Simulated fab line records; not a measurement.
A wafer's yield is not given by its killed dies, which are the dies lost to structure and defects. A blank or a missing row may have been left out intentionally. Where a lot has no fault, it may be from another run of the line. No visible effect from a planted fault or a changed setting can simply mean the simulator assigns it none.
A lot that was struck, set against a sound lot || flow gf180mcu || 18 steps out of a route of 602
Sound: these wafers, L724.1, L724.3, L724.4. Struck: wafer L732.5. (L732.3, L732.4 of the same lot were not struck and are left out.) The cause comes at the end.
For every step that has rows: the tool of each side, followed by ch and its chambers, followed by its first start. Under that, the readings that differ: sound wafers || struck wafers || difference of the means || sigmas: that difference in standard deviations of wafers without a fault.
alike: readings with means less than 2 such deviations apart, plus words and numbers identical on both sides. not compared: withheld readings, readings lacking a value on some wafer, bounds such as >300 that could conceal the same value, and numbers that have no deviation in the record and whose values overlap.
The two part at a step that has a row with sigmas, a row that says differs or no value, or rows on one side only. Numbers that have no deviation but don't overlap get no sigmas and don't part them. A reading that every wafer of one side lacks parts them only if that side has two wafers or more.

first, 3 steps without rows for these wafers: GF_V1_EXPOSE_11 (exposes mask Via1, target cd 260 nm); GF_V1_PEB_12 (peb time 90 s); GF_V1_DEVELOP_13 (develop time 60 s).
GF_V1_CD_MEAS_14: target cd 260 nm.
  struck on cd sem-02, day 22 10:43; sound on cd sem-02, day 18 10:19
  alike: cd nm
GF_V1_OVL_MEAS_15:
  struck on overlay-01, day 22 10:49; sound on overlay-01, day 18 10:26
  alike: V1_OVL
GF_V1_ETCH_16: etches BARC in N2/H2.
  sound on rie diel-02 ch 1,2,3, day 18 10:29; struck on rie diel-04 ch 3, day 22 10:50
  alike: drypump motor current A, oes product au, throttle valve pct
then, 1 step without rows for these wafers: GF_V1_ETCH_17 (etches SiO2 in C4F8/O2/Ar, stops on TiN, target depth 630 nm).
GF_V1_STRIP_18: strips in O2/N2.
  sound on plasma asher-04 ch 0,1, day 18 10:37; struck on plasma asher-04 ch 1, day 22 11:00
  alike: drypump motor current A, heater power w, oes product au
  not compared: rf hours counter h
then, 2 steps without rows for these wafers: GF_V1_STRIP_19 (strips in post etch residue remover, time 1200 s); GF_V1_CLEAN_20 (cleans in DIW).
GF_V1_SPUTTER_21: material Ti, target thk 15 nm, time 80.02 s.
  struck on pvd sputter-04, day 22 11:32; sound on pvd sputter-03, day 18 11:29
  alike: throttle valve pct
GF_V1_SPUTTER_22: material TiN, target thk 10 nm, time 40 s.
  struck on pvd sputter-04, day 22 11:35; sound on pvd sputter-03, day 18 11:32
  alike: throttle valve pct
GF_V1_CVD_23: deposits W, target thk 350 nm, time 105.05 s.
  sound on cvd w-02 ch 0,1, day 18 11:35; struck on cvd w-02 ch 1, day 22 11:40
{"reading": "model.W_of_V1_CVD_23.thk nm (nm)", "sound": "346.6 346.3 349.3", "struck": 228.4, "difference": -119.0, "sigmas": ""}
  alike: heater power w
GF_V1_RS_MEAS_24: measures by four-point-probe.
  struck on film metro-01, day 22 11:47; sound on film metro-04, day 18 11:41
{"reading": "V1_W_RS (ohm/sq)", "sound": "0.330 0.331 0.328", "struck": 0.505, "difference": "+0.175", "sigmas": "+40"}
GF_V1_THK_MEAS_25: measures by xrf.
  struck on film metro-01, day 22 11:53; sound on film metro-04, day 18 11:49
{"reading": "V1_W_THK (nm)", "sound": "353 352 355", "struck": 232, "difference": -121, "sigmas": -24}
GF_V1_CMP_26: polishes, stops on SiO2, t overpolish 15 s, target thk 0 nm.
  sound on cmp-01 ch 0,1,3, day 18 11:52; struck on cmp-02 ch 2, day 22 11:59
{"reading": "time to endpoint s (s)", "sound": "79 82 84", "struck": 54, "difference": -28, "sigmas": -8}
  alike: motor current A
GF_M2_SPUTTER_00: material Ti, target thk 37.5 nm, time 150 s.
  struck on pvd sputter-03, day 22 12:14; sound on pvd sputter-01, day 18 12:10
  alike: throttle valve pct
GF_PASSIVATION_PROBE_99:
  the record holds rows for the sound wafers here (prober-01, day 29 04:53) but none for the struck ones

== WHERE THEY PART ==
Last at GF_PASSIVATION_PROBE_99 as far as this record goes, first at GF_V1_RS_MEAS_24.

WHY: whatever the simulator had introduced
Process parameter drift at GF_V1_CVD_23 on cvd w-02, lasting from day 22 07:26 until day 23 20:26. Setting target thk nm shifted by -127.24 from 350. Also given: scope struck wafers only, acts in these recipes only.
